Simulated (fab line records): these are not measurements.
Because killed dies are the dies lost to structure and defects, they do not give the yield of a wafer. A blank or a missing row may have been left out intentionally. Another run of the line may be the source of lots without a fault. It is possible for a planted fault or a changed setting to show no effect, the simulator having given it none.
Code-filled problem report in 8D (eight disciplines) form + flow sky130 + the parts of the form that need people (team, actions taken, sign-off) are left out

1. WHAT IS WRONG
Across 9 wafers from 3 lots, SD_P_RS at SKY_SD_N_RS_MEAS_17 averages 149.7 ohm/sq, while fault-free wafers read 147.0 ohm/sq with a standard deviation of 0.45. Relative to the usual mean, that is a shift of +5.9 standard deviations.
The step: measures by four-point-probe.
Seen first at day 34 00:33 on film_metro-04, wafer L325.3. Wafers with a number at this step in the record: 36, from 12 lots. By rule, "out" or "out of limits" means more than 4 standard deviations away from the usual mean. The rest of the wafers with a number are treated as sound.

2. WHAT THIS IS AND IS NOT
| question                    | is                                          | is not                                                                          |
|-----------------------------|---------------------------------------------|---------------------------------------------------------------------------------|
| which readings at this step | SD_P_RS                                     | -                                                                               |
| which lots                  | L324, L325, L327                            | L313, L314, L317, L318, L319, L322, L328, L329, L332                            |
| which wafers of those lots  | all that have a number                      | -                                                                               |
| read on which gauges        | film_metro-01, film_metro-03, film_metro-04 | -                                                                               |
| when                        | from day 34 00:33                           | up to then (18 sound wafers); but 9 sound wafers of L328, L329, L332 came after |

3. SUSPECTS, AND WHAT RULES EACH OUT
Counting: a tool at a process step up to the reading stays a suspect if it ran every lot that is out and no sound lot after the first of them.
- the gauge at SKY_SD_N_RS_MEAS_17: ruled out. The wafers that are out were read on 3 gauges (film_metro-01, film_metro-03, film_metro-04).
- implanter-01 at SKY_SD_P_IMPLANT_09: kept. It ran every lot that is out, first L325 (day 31 18:20), and no sound lot after that; its last sound lot up to then is L322 (day 31 03:02). Its own beam_energy_keV readings are out on those wafers.
Left after counting: implanter-01 at SKY_SD_P_IMPLANT_09.

4. THE CAUSE (what the simulator had put in)
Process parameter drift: implanter-01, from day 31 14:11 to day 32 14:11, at SKY_SD_P_IMPLANT_09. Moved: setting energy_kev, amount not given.
Only this tool survived the counting.

5. THE CHAIN OF EFFECTS, in route order
Each row: a reading where the mean over the struck wafers with a number is more than 3 standard deviations away from the usual. Only readings for which the record gives a usual standard deviation are gone through. hours: the time from each lot's start at the first step in this table that gives one to its start at this step, as a median over the lots. sigmas: the change in usual standard deviations.
| hours | step                | reading         | usual        | on struck wafers | change | sigmas      |
|-------|---------------------|-----------------|--------------|------------------|--------|-------------|
| 0     | SKY_SD_P_IMPLANT_09 | beam_energy_keV | 20.000       | 19.228           | -0.772 | -99 or more |
| 54    | SKY_SD_N_RS_MEAS_17 | SD_P_RS         | 147.0 ohm/sq | 149.7            | +2.7   | +5.9        |
Process steps it contains:
- SKY_SD_P_IMPLANT_09

6. WHAT WOULD HAVE CAUGHT IT SOONER
58 hours passed between the start of the fault at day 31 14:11 and the first reading out of limits at a measuring or inspecting step in this record, taken at day 34 00:33.
The tool's own readings at SKY_SD_P_IMPLANT_09 were out on every struck wafer that the step has a row for (beam_energy_keV): an alarm limit on them would have fired on the first of those.
Each of the lots that are out, 3 in all, had begun SKY_SD_P_IMPLANT_09 on implanter-01 no later than day 34 00:33. Had the tool been put on hold then, not one of them would have been saved.
